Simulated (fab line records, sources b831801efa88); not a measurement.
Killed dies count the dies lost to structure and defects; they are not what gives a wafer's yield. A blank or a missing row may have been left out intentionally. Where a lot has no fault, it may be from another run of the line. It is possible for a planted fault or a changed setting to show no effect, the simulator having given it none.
Struck lot and sound lot, side by side | flow sky130 | 43 steps out of a route of 708
Sound: these wafers, L840.2, L840.3, L840.6. Wafers struck: L856.3, L856.4, L856.5. At the end, the cause is stated.
For every step that has rows: the tool of each side, followed by ch and its chambers, followed by its first start. Under that, the readings that differ: sound wafers | struck wafers | difference of the means | sigmas: that difference in standard deviations of wafers without a fault.
alike: a reading whose means differ by less than 2 such deviations, as well as words and numbers matching on both sides. not compared: withheld readings; readings where some wafer has no value; bounds like >300 that might hide an equal value; numbers whose values overlap and for which the record gives no deviation.
Wherever a step has rows on one side only, a row that says differs or no value, or a row with sigmas, the two part there. Non-overlapping numbers with no deviation appear without sigmas and do not part them. A reading that every wafer of one side lacks parts them only if that side has two wafers or more.

SKY_VIA2_OVL_MEAS_13:
  sound on overlay-02 at day 37 13:43; struck on overlay-01 at day 42 06:27
  alike: VIA2_OVL
SKY_VIA2_ETCH_14: etches BARC in N2/H2, stops on SiO2, time 45.9 s, target depth 60 nm.
  sound on rieDiel-03 ch 2,3, day 37 13:44; struck on rieDiel-02 ch 0,3, day 42 06:28
  alike: chamberPressureMTorr, drypumpMotorCurrentA, oesProductAu, throttleValvePct
  not compared: rfHoursCounterH
SKY_VIA2_ETCH_15: etches SiO2 in C4F8/O2/Ar, stops on TiN, target depth 546 nm, time 84 s.
  sound on rieDiel-03 ch 2,3, day 37 13:47; struck on rieDiel-02 ch 0,3, day 42 06:31
  alike: chamberPressureMTorr, oesProductAu
  not compared: rfHoursCounterH
then, 6 steps without rows for these wafers: SKY_VIA2_STRIP_16 (strips in O2/N2); SKY_VIA2_STRIP_17 (strips in post etch residue remover, time 1200 s); SKY_VIA2_CLEAN_18 (cleans in IPA, time 180 s); SKY_VIA2_CLEAN_19 (cleans in O3/DIW); SKY_VIA2_SPUTTER_20 (material TiN, target thk 20 nm, time 80 s); SKY_VIA2_CVD_21 (deposits W, target thk 420 nm, time 126.4 s).
SKY_VIA2_RS_MEAS_22: measures by four-point-probe.
  sound on filmMetro-04 at day 37 14:38; struck on filmMetro-04 at day 42 07:26
  alike: VIA2_W_RS
SKY_VIA2_THK_MEAS_23: measures by xrf.
  sound on filmMetro-04 at day 37 14:45; struck on filmMetro-04 at day 42 07:32
  alike: VIA2_W_THK
then, 1 step without rows for these wafers: SKY_VIA2_CMP_24 (polishes, stops on SiO2, t overpolish 20 s, target thk 0 nm).
SKY_METAL3_SPUTTER_00: material Ti, target thk 15 nm, time 10 s.
  sound on pvdSputter-01 at day 37 15:06; struck on pvdSputter-01 at day 42 07:53
  alike: throttleValvePct
SKY_METAL3_SPUTTER_01: material TiN, target thk 20 nm, time 16.7 s.
  sound on pvdSputter-01 at day 37 15:08; struck on pvdSputter-01 at day 42 07:54
  alike: throttleValvePct
then, 3 steps without rows for these wafers: SKY_METAL3_SPUTTER_02 (material AlCu, target thk 735 nm, time 39.1 s); SKY_METAL3_SPUTTER_03 (material Ti, target thk 5 nm, time 3.3 s); SKY_METAL3_SPUTTER_04 (material TiN, target thk 70 nm, time 58.3 s).
SKY_CAPM_CVD_00: deposits SiO2, target thk 15.5 nm.
  sound on pecvd-02 ch 0,2, day 37 15:16; struck on pecvd-04 ch 0,2, day 42 08:02
reading          | sound       | struck      | difference | sigmas
heaterPowerW (W) | 823 844 860 | 634 667 619 | -202       | -3
SKY_CAPM_THK_MEAS_01:
  sound on filmMetro-02 at day 37 15:17; struck on filmMetro-02 at day 42 08:04
  alike: CAPM_CVD_00_THK
then, 1 step without rows for these wafers: SKY_CAPM_SPUTTER_02 (material TiN, target thk 200 nm, time 166.7 s).
SKY_CAPM_RS_MEAS_03: measures by four-point-probe.
  sound on filmMetro-01 at day 37 15:28; struck on filmMetro-01 at day 42 08:16
  alike: CAPM_TIN_RS
SKY_CAPM_THK_MEAS_04: measures by xrf.
  sound on filmMetro-01 at day 37 15:35; struck on filmMetro-01 at day 42 08:22
  alike: CAPM_TIN_THK
then, 7 steps without rows for these wafers: SKY_CAPM_DEHYDRATE_05 (time 60 s); SKY_CAPM_HMDS_06 (prime time 60 s); SKY_CAPM_COAT_07 (resist thk 1140 nm); SKY_CAPM_SOFTBAKE_08 (time 60 s); SKY_CAPM_EXPOSE_09 (exposes mask CAPM, target cd 1000 nm); SKY_CAPM_PEB_10; SKY_CAPM_DEVELOP_11 (develop time 60 s).
SKY_CAPM_OVL_MEAS_12:
  sound on overlay-02 at day 38 16:10; struck on overlay-01 at day 43 07:26
  alike: CAPM_OVL
SKY_CAPM_METAL_ETCH_13: etches TiN in Cl2/BCl3, stops on SiO2, target depth 220 nm, time 62.9 s.
  sound on rieMetal-02 ch 0,1, day 38 16:12; struck on rieMetal-03 ch 0,1, day 43 07:29
  alike: chamberPressureMTorr, drypumpMotorCurrentA, oesProductAu, throttleValvePct
  not compared: rfHoursCounterH
then, 11 steps without rows for these wafers: SKY_CAPM_STRIP_14 (strips in O2/N2); SKY_CAPM_STRIP_15 (strips in post etch residue remover, time 1200 s); SKY_CAPM_CLEAN_16 (cleans in IPA, time 180 s); SKY_CAPM_CLEAN_17 (cleans in O3/DIW); SKY_METAL3_DEHYDRATE_05 (time 60 s); SKY_METAL3_HMDS_06 (prime time 60 s); SKY_METAL3_COAT_07 (resist thk 60 nm); SKY_METAL3_COAT_08 (resist thk 1140 nm); SKY_METAL3_SOFTBAKE_09 (time 90 s); SKY_METAL3_EXPOSE_10 (exposes mask MM3, target cd 300 nm); SKY_METAL3_PEB_11.
-- the record jumps here: 7 days lie between the struck wafers' starts before and after (it left off in module METAL3 and takes up again in module PAD_OPEN, whose first step shown is number 708 of the route) --
SKY_PAD_OPEN_PROBE_99:
  sound on prober-02 at day 46 18:25; struck on prober-02 at day 50 07:38
reading                               | sound             | struck            | difference | sigmas
defectLimitedYield (%)                | 81.1 83.1 82.7    | 76.2 76.4 74.4    | -6.6       | -4
killed_at_M0_to_M3                    | 40 43 41          | 88 81 86          | +44        | +6
killedDies                            | 93 83 85          | 117 116 126       | +33        | +4
sort_bin_3_pad_short (%)              | 0.8 1.2 0.6       | 1.8 2.8 3.0       | +1.7       | +4
sort_bin_5_function (%)               | 10.8 9.1 9.3      | 14.2 15.2 14.6    | +4.9       | +3
sortNPass                             | 399 409 407       | 375 376 366       | -33        | -4
sortYieldPct (%)                      | 81.1 83.1 82.7    | 76.2 76.4 74.4    | -6.6       | -4
model.etest.tester.sortNPass          | 399 409 407       | 375 376 366       | -33        | 
model.etest.tester.sortYieldPct (%)   | 81.1 83.13 82.72  | 76.22 76.42 74.39 | -6.64      | 
model.etest.tester.sort_bin_5_pct (%) | 10.77 9.146 9.35  | 14.23 15.24 14.63 | +4.94      | 
model.etest.tester.sort_bin_3_pct (%) | 0.813 1.22 0.6098 | 1.829 2.846 3.049 | +1.694     | 
  alike: killed_at_M4_up, killedAtContacts, killedAtFrontEnd, killedAtOther, killedOpen, killedShort, sort_bin_6_memory

== WHERE THEY PART ==
Last at SKY_PAD_OPEN_PROBE_99 as far as this record goes, first at SKY_CAPM_CVD_00.

WHY: what had been put in by the simulator
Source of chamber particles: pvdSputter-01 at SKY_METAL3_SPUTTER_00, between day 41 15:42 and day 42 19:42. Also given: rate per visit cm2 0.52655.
